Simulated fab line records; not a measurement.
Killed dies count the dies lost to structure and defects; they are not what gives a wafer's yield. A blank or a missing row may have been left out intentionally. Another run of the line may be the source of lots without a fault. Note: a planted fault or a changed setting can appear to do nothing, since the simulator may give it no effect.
One fault through the eyes of 2 desks	flow sky130	every desk sees just its own numbers, and what lay behind them comes last

THE TOOL OWNER'S DESK: pvd sputter-04
The tool's own readings at SKY_LI_CONTACT_SPUTTER_19 (material Ti, target thk 20 nm, time 106.37 s): means of the sampled wafers that have a number, for each lot that ran on this tool. Marked OUT: a lot whose mean sits more than 4 standard deviations from the usual mean, which makes it out of limits; the brackets give that distance.
Columns: A = chamber pressure pa at SKY_LI_CONTACT_SPUTTER_19, usual 5.000 Pa; B = throttle valve pct at SKY_LI_CONTACT_SPUTTER_19, usual 30.0 %
lot	first seen here	A	B
L870	day 31 15:55	4.988	29.7
L871	day 31 19:07	4.995	29.8
L887	day 36 09:34	4.992	30.5
This desk's verdict: no lot among the 3 shows anything out of limits.

METROLOGY DESK
What the gauges read, lot by lot, whatever tool the lot ran on: means of the sampled wafers that have a number. Marked OUT: a lot whose mean sits more than 4 standard deviations from the usual mean, which makes it out of limits; the brackets give that distance.
Columns: A = cd nm at SKY_LI_CONTACT_CD_MEAS_12, usual 170.4 nm; B = LI_CONTACT_OVL at SKY_LI_CONTACT_OVL_MEAS_13, usual -3 nm
lot	first seen here	A	B
L868	day 30 12:14	168.9	-2
L870	day 31 15:20	169.8	-1
L871	day 31 18:35	171.8	-1
L879	day 34 04:39	170.2	-2
L884	day 35 15:52	169.1	-10
L887	day 36 09:00	170.1	1
This desk's verdict: no lot among the 6 shows anything out of limits.

ALL TOGETHER
The desk of the tool owner found nothing out of limits.
From the metrology desk's view, nothing was out of limits.

WHAT THE SIMULATOR HAD INSERTED
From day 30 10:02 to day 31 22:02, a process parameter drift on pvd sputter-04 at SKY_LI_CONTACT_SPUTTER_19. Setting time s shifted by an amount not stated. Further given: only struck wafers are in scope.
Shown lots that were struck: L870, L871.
